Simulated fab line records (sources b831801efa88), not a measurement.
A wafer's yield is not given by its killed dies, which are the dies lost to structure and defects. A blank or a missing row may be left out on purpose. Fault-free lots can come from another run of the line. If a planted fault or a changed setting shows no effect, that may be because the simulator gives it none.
Matching of chambers | flow gf180mcu | GF_V2_CMP_04 on cmp-01 has 4 sister chambers
The step polishes SiO2. 8 wafers are shown with their chamber, then 9 later ones without.

== WAFERS, EACH WITH ITS CHAMBER ==
wafer  | chamber | motor_current_A (A) | time_to_endpoint_s (s)
L621.4 | 0       | 9.8                 | 82
L622.6 | 0       | 9.4                 | 80
L632.2 | 1       | 13.5                | 77
L632.4 | 2       | 11.7                | 85
L632.5 | 3       | 12.6                | 80
L635.1 | 3       | 11.5                | 76
L635.5 | 1       | 13.5                | 79
L635.6 | 2       | 12.2                | 81

== WAFERS WITH NO CHAMBER GIVEN ==
wafer  | motor_current_A (A) | time_to_endpoint_s (s)
L636.2 | 13.4                | 83
L636.5 | 12.6                | 87
L636.6 | 13.0                | 83
L637.2 | 12.5                | 81
L637.4 | 11.3                | 79
L637.6 | 12.2                | 89
L639.1 | 13.1                | 78
L639.4 | 12.2                | 84
L639.5 | 12.3                | 81

== WHICH CHAMBER EACH WENT THROUGH ==
wafer  | from the rows above          | in truth
L636.2 | can't be placed: 1 or 2 or 3 | 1
L636.5 | can't be placed: 2 or 3      | 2
L636.6 | can't be placed: 2 or 1 or 3 | 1
L637.2 | can't be placed: 2 or 3 or 1 | 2
L637.4 | can't be placed: 3 or 2      | 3
L637.6 | 2                            | 2
L639.1 | can't be placed: 1 or 3      | 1
L639.4 | can't be placed: 2 or 3      | 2
L639.5 | can't be placed: 2 or 3 or 1 | 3
Correctly placed: 1 of 9. Can't be placed from these rows: 8 (the true chamber is among the candidates in 8). Number placed wrongly: 0.
How it was worked out, from the rows above alone: a wafer's distance from a chamber is the root of the sum, over the readings, of the square of ((its reading less the chamber's mean) divided by the reading's scatter). If the next closest chamber is less than 2 further off than the closest, the wafer can't be placed; otherwise it belongs to the closest. For every chamber, the mean is computed from those of its wafers that are shown. How the scatter is found: for the shown wafers, subtract from each reading the mean of its chamber, square and add these, divide the total by (wafers less chambers), then take the root.
